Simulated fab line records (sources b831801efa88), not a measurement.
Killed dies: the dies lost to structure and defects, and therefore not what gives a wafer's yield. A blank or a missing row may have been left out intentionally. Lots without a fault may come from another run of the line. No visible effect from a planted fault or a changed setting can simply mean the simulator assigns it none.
What tool caused it? :: flow sky130 :: 16 lots, 48 wafers sampled, at 2 steps of a route of 708

## WHAT EACH GAUGE READ, for each wafer
SKY_VT_ADJUST_NCORE_CD_MEAS_07: target cd 380 nm.
lot: L246
measured: day 8 09:19
on: cd_sem-01
cd_nm (nm): 376.0 376.2 377.6

lot: L247
measured: day 8 15:38
on: cd_sem-02
cd_nm (nm): 376.4 378.7 379.7

lot: L248
measured: day 8 23:47
on: cd_sem-02
cd_nm (nm): 379.6 378.9 377.7

lot: L250
measured: day 9 14:26
on: cd_sem-02
cd_nm (nm): 381.7 382.9 385.0

lot: L251
measured: day 9 19:36
on: cd_sem-02
cd_nm (nm): 380.2 379.5 379.4

lot: L252
measured: day 10 04:30
on: cd_sem-02
cd_nm (nm): 381.3 376.4 380.7

lot: L253
measured: day 10 07:01
on: cd_sem-02
cd_nm (nm): 378.9 376.2 377.8

lot: L254
measured: day 10 20:53
on: cd_sem-01
cd_nm (nm): 382.4 382.9 380.8

lot: L256
measured: day 12 02:40
on: cd_sem-01
cd_nm (nm): 382.3 383.7 380.8

lot: L258
measured: day 12 05:48
on: cd_sem-01
cd_nm (nm): 379.4 382.1 379.7

lot: L259
measured: day 12 11:26
on: cd_sem-02
cd_nm (nm): 381.7 380.4 380.4

lot: L260
measured: day 12 16:17
on: cd_sem-01
cd_nm (nm): 392.0 391.2 392.7

lot: L262
measured: day 13 10:42
on: cd_sem-02
cd_nm (nm): 376.5 378.7 378.9

lot: L265
measured: day 14 00:09
on: cd_sem-02
cd_nm (nm): 387.1 386.1 388.3

lot: L264
measured: day 14 01:05
on: cd_sem-02
cd_nm (nm): 389.7 391.2 386.3

lot: L266
measured: day 14 14:15
on: cd_sem-01
cd_nm (nm): 389.2 388.3 388.6

## TOOL THAT RAN EACH LOT (tool first, then ch and the chambers of the sampled wafers, then the start)
lot: L246
SKY_VT_ADJUST_NCORE_EXPOSE_04: iline_stepper-01 ch 0, day 7 23:26

lot: L247
SKY_VT_ADJUST_NCORE_EXPOSE_04: iline_stepper-01 ch 0, day 8 05:26

lot: L248
SKY_VT_ADJUST_NCORE_EXPOSE_04: iline_stepper-01 ch 0, day 8 13:16

lot: L250
SKY_VT_ADJUST_NCORE_EXPOSE_04: iline_stepper-01 ch 0, day 9 04:41

lot: L251
SKY_VT_ADJUST_NCORE_EXPOSE_04: iline_stepper-01 ch 0, day 9 09:07

lot: L252
SKY_VT_ADJUST_NCORE_EXPOSE_04: iline_stepper-01 ch 0, day 9 17:50

lot: L253
SKY_VT_ADJUST_NCORE_EXPOSE_04: iline_stepper-01 ch 0, day 9 20:49

lot: L254
SKY_VT_ADJUST_NCORE_EXPOSE_04: iline_stepper-01 ch 0, day 10 09:10

lot: L256
SKY_VT_ADJUST_NCORE_EXPOSE_04: iline_stepper-02 ch 0, day 11 15:35

lot: L258
SKY_VT_ADJUST_NCORE_EXPOSE_04: iline_stepper-01 ch 0, day 11 18:36

lot: L259
SKY_VT_ADJUST_NCORE_EXPOSE_04: iline_stepper-02 ch 0, day 12 00:46

lot: L260
SKY_VT_ADJUST_NCORE_EXPOSE_04: iline_stepper-01 ch 0, day 12 04:28

lot: L262
SKY_VT_ADJUST_NCORE_EXPOSE_04: iline_stepper-02 ch 0, day 12 22:37

lot: L265
SKY_VT_ADJUST_NCORE_EXPOSE_04: iline_stepper-01 ch 0, day 13 11:11

lot: L264
SKY_VT_ADJUST_NCORE_EXPOSE_04: iline_stepper-01 ch 0, day 13 11:59

lot: L266
SKY_VT_ADJUST_NCORE_EXPOSE_04: iline_stepper-01 ch 0, day 14 01:42
- SKY_VT_ADJUST_NCORE_EXPOSE_04: exposes mask LVTN COMPLEMENT THIN, target cd 380 nm.

## WHAT THE TOOLS THEMSELVES READ (means of the sampled wafers that have a number; where no wafer has one, the mark that the record gives instead)
SKY_VT_ADJUST_NCORE_EXPOSE_04.
lot: L246
tool: iline_stepper-01
exposure_dose_mJ_cm2: 139.06

lot: L247
tool: iline_stepper-01
exposure_dose_mJ_cm2: 138.98

lot: L248
tool: iline_stepper-01
exposure_dose_mJ_cm2: 138.95

lot: L250
tool: iline_stepper-01
exposure_dose_mJ_cm2: 139.01

lot: L251
tool: iline_stepper-01
exposure_dose_mJ_cm2: 138.90

lot: L252
tool: iline_stepper-01
exposure_dose_mJ_cm2: 138.92

lot: L253
tool: iline_stepper-01
exposure_dose_mJ_cm2: 138.97

lot: L254
tool: iline_stepper-01
exposure_dose_mJ_cm2: 139.00

lot: L256
tool: iline_stepper-02
exposure_dose_mJ_cm2: 138.97

lot: L258
tool: iline_stepper-01
exposure_dose_mJ_cm2: 139.04

lot: L259
tool: iline_stepper-02
exposure_dose_mJ_cm2: 139.07

lot: L260
tool: iline_stepper-01
exposure_dose_mJ_cm2: 144.81

lot: L262
tool: iline_stepper-02
exposure_dose_mJ_cm2: 139.13

lot: L265
tool: iline_stepper-01
exposure_dose_mJ_cm2: 143.71

lot: L264
tool: iline_stepper-01
exposure_dose_mJ_cm2: 143.52

lot: L266
tool: iline_stepper-01
exposure_dose_mJ_cm2: 141.90

## THE ANSWER, worked out from the rows above alone
Rule: the usual values come from the lots themselves. The widest of any qualifying gaps counts: lots, ordered by their means at a reading, are off when they make up no more than a third of the lots, leave a main group of 4 or more, and stand apart from it by 3 or more times the standard deviation of that group's means. If all means in a main group match to the digits the tables above print for the reading, that group is not used. A lot without any number at a reading at which 4 lots or more have one is off too. Any other lot the step has rows for is counted as sound. Order of review: gauges by route order, followed by the tools' own readings, for which a lot's mean as printed above is used. The first step at which some lot is off is used, and at that step the reading that is off furthest; a lot without a number counts as furthest.
Off: L260, L265, L264, L266, at SKY_VT_ADJUST_NCORE_EXPOSE_04 (exposure_dose_mJ_cm2). The main group has a mean of 139.00 with a standard deviation of 0.063.
A tool fits if, at that step or a process step before it, it ran every lot that is off, and no sound lot after the first of them. One candidate fits, namely iline_stepper-01 at SKY_VT_ADJUST_NCORE_EXPOSE_04. A fault onset in the window from L258 (day 11 18:36, its last sound lot) to L260 (day 12 04:28, its first lot off) fits.
The tool's own readings at SKY_VT_ADJUST_NCORE_EXPOSE_04 bear it out: on the lots that are off they differ by more than 5 times the standard deviation of the sound lots' means. exposure_dose_mJ_cm2 reads 143.49 there against 139.00 on the sound lots.

## WHAT WAS PUT IN BY THE SIMULATOR
Process parameters drifting: iline_stepper-01 at SKY_VT_ADJUST_NCORE_EXPOSE_04, beginning at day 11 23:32. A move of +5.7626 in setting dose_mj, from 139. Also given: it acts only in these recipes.
Lots struck among those shown: L260, L265, L264, L266. The rule above reached the same finding.
